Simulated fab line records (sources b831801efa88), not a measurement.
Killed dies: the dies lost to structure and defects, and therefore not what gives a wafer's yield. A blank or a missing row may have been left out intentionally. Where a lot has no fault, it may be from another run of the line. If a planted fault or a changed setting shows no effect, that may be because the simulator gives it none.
Struck lot and sound lot, side by side || flow sky130 || 16 out of 708 route steps
Sound: wafers L770.1, L770.2, L770.4. Struck: wafer L774.5. (L774.2, L774.4 of the same lot were not struck and are left out.) The cause comes at the end.
At each step with rows: each side's tool, then ch and its chambers, then its first start. Under that, the readings that differ: sound wafers || struck wafers || difference of the means || sigmas: that difference in standard deviations of wafers without a fault.
alike: a reading whose means differ by less than 2 such deviations, as well as words and numbers matching on both sides. not compared: withheld readings; readings where some wafer has no value; bounds like >300 that might hide an equal value; numbers whose values overlap and for which the record gives no deviation.
A row with sigmas, a row that says differs or no value, or rows on one side alone: a step with any of these is where the two part. Numbers that don't overlap but have no deviation are shown without sigmas and don't part them. A reading that every wafer of one side lacks parts them only if that side has two wafers or more.

first, 7 steps without rows for these wafers: SKY_METAL4_HMDS_06 (prime time 60 s); SKY_METAL4_COAT_07 (resist thk 60 nm); SKY_METAL4_COAT_08 (resist thk 1140 nm); SKY_METAL4_SOFTBAKE_09 (time 90 s); SKY_METAL4_EXPOSE_10 (exposes mask MM4, target cd 300 nm); SKY_METAL4_PEB_11; SKY_METAL4_DEVELOP_12 (develop time 62.73 s).
SKY_METAL4_CD_MEAS_13: the cd target is 300 nm.
  sound on cd_sem-01 at day 45 16:07; struck on cd_sem-02 at day 45 21:55
  alike: cd_nm
SKY_METAL4_OVL_MEAS_14:
  sound on overlay-01 at day 45 16:14; struck on overlay-01 at day 45 22:02
  alike: METAL4_OVL
SKY_METAL4_DESCUM_15: chemistry O2, time 8 s.
  sound on rie_metal-04 ch 0,1, day 45 16:17; struck on rie_metal-04 ch 0, day 45 22:04
  alike: drypump_motor_current_A, oes_product_au
  not compared: rf_hours_counter_h
SKY_METAL4_ETCH_16: etches BARC in N2/H2, stops on SiO2, time 88.2 s, target depth 60 nm.
  sound on rie_metal-04 ch 0,1, day 45 16:19; struck on rie_metal-04 ch 0, day 45 22:05
  alike: drypump_motor_current_A, n2_flow_sccm, oes_product_au, throttle_valve_pct
  not compared: rf_hours_counter_h
SKY_METAL4_ETCH_17: etches SiO2 in C4F8/O2/Ar, stops on TiN, time 3.9 s, target depth 15 nm.
  sound on rie_diel-02 ch 0,1,2, day 45 16:25; struck on rie_diel-02 ch 3, day 45 22:11
  alike: oes_product_au
  not compared: rf_hours_counter_h
SKY_METAL4_METAL_ETCH_18: etches the open film in Cl2/BCl3, stops on SiO2, target depth 845 nm, time 183.1 s.
  sound on rie_metal-02 ch 0,1, day 45 16:26; struck on rie_metal-02 ch 0, day 45 22:13
{"reading": "model.KrF-thick_of_METAL4_COAT_08.thk_nm (nm)", "sound": "520.6 516.4 515.5", "struck": 311.2, "difference": -206.3, "sigmas": ""}
{"reading": "model.METAL4.cd_nm (nm)", "sound": "305.7 292.2 296", "struck": 273.5, "difference": -24.5, "sigmas": ""}
{"reading": "model.SiO2_of_VIA3_HDPCVD_00.thk_nm (nm)", "sound": "436.4 437.1 434.8", "struck": 423.8, "difference": -12.3, "sigmas": ""}
  alike: drypump_motor_current_A, oes_product_au, throttle_valve_pct
  not compared: rf_hours_counter_h
SKY_METAL4_STRIP_19: strips in O2/N2.
  sound on plasma_asher-02 ch 0,1, day 45 16:37; struck on plasma_asher-04 ch 1, day 45 22:23
{"reading": "oes_product_au (a.u.)", "sound": "0.493 0.507 0.498", "struck": 0.410, "difference": -0.089, "sigmas": -13}
{"reading": "strip_time_to_endpoint_s (s)", "sound": "6.47 6.43 6.43", "struck": 4.34, "difference": -2.10, "sigmas": -18}
  alike: drypump_motor_current_A, n2_flow_sccm, o2_flow_sccm
  not compared: rf_hours_counter_h
then, 1 step without rows for these wafers: SKY_METAL4_STRIP_20 (strips in post etch residue remover, time 1200 s).
-- the record jumps here: 4 days lie between the struck wafers' starts before and after (it left off in module METAL4 and takes up again in module PAD_OPEN, whose first step shown is number 708 of the route) --
SKY_PAD_OPEN_PROBE_99:
  sound on prober-02 at day 49 07:21; struck on prober-01 at day 49 13:55
{"reading": "killed_at_front_end", "sound": "15 11 12", "struck": 23, "difference": "+10", "sigmas": "+2"}
{"reading": "model.etest.met4.width_nm (nm)", "sound": "304.5 292.6 295.5", "struck": 273.1, "difference": -24.4, "sigmas": ""}
{"reading": "model.etest.met4.line_ohm_um", "sound": "0.1408 0.1467 0.1443", "struck": 0.1574, "difference": "+0.0135", "sigmas": ""}
  alike: defect_limited_yield, killed_at_M0_to_M3, killed_at_M4_up, killed_at_contacts, killed_at_other, killed_dies, killed_open, killed_short, sort_bin_3_pad_short, sort_bin_5_function, sort_bin_6_memory, sort_n_pass, sort_yield_pct

== WHERE THEY PART ==
Last at SKY_PAD_OPEN_PROBE_99 as far as this record goes, first at SKY_METAL4_STRIP_19.

WHY: what had been put in by the simulator
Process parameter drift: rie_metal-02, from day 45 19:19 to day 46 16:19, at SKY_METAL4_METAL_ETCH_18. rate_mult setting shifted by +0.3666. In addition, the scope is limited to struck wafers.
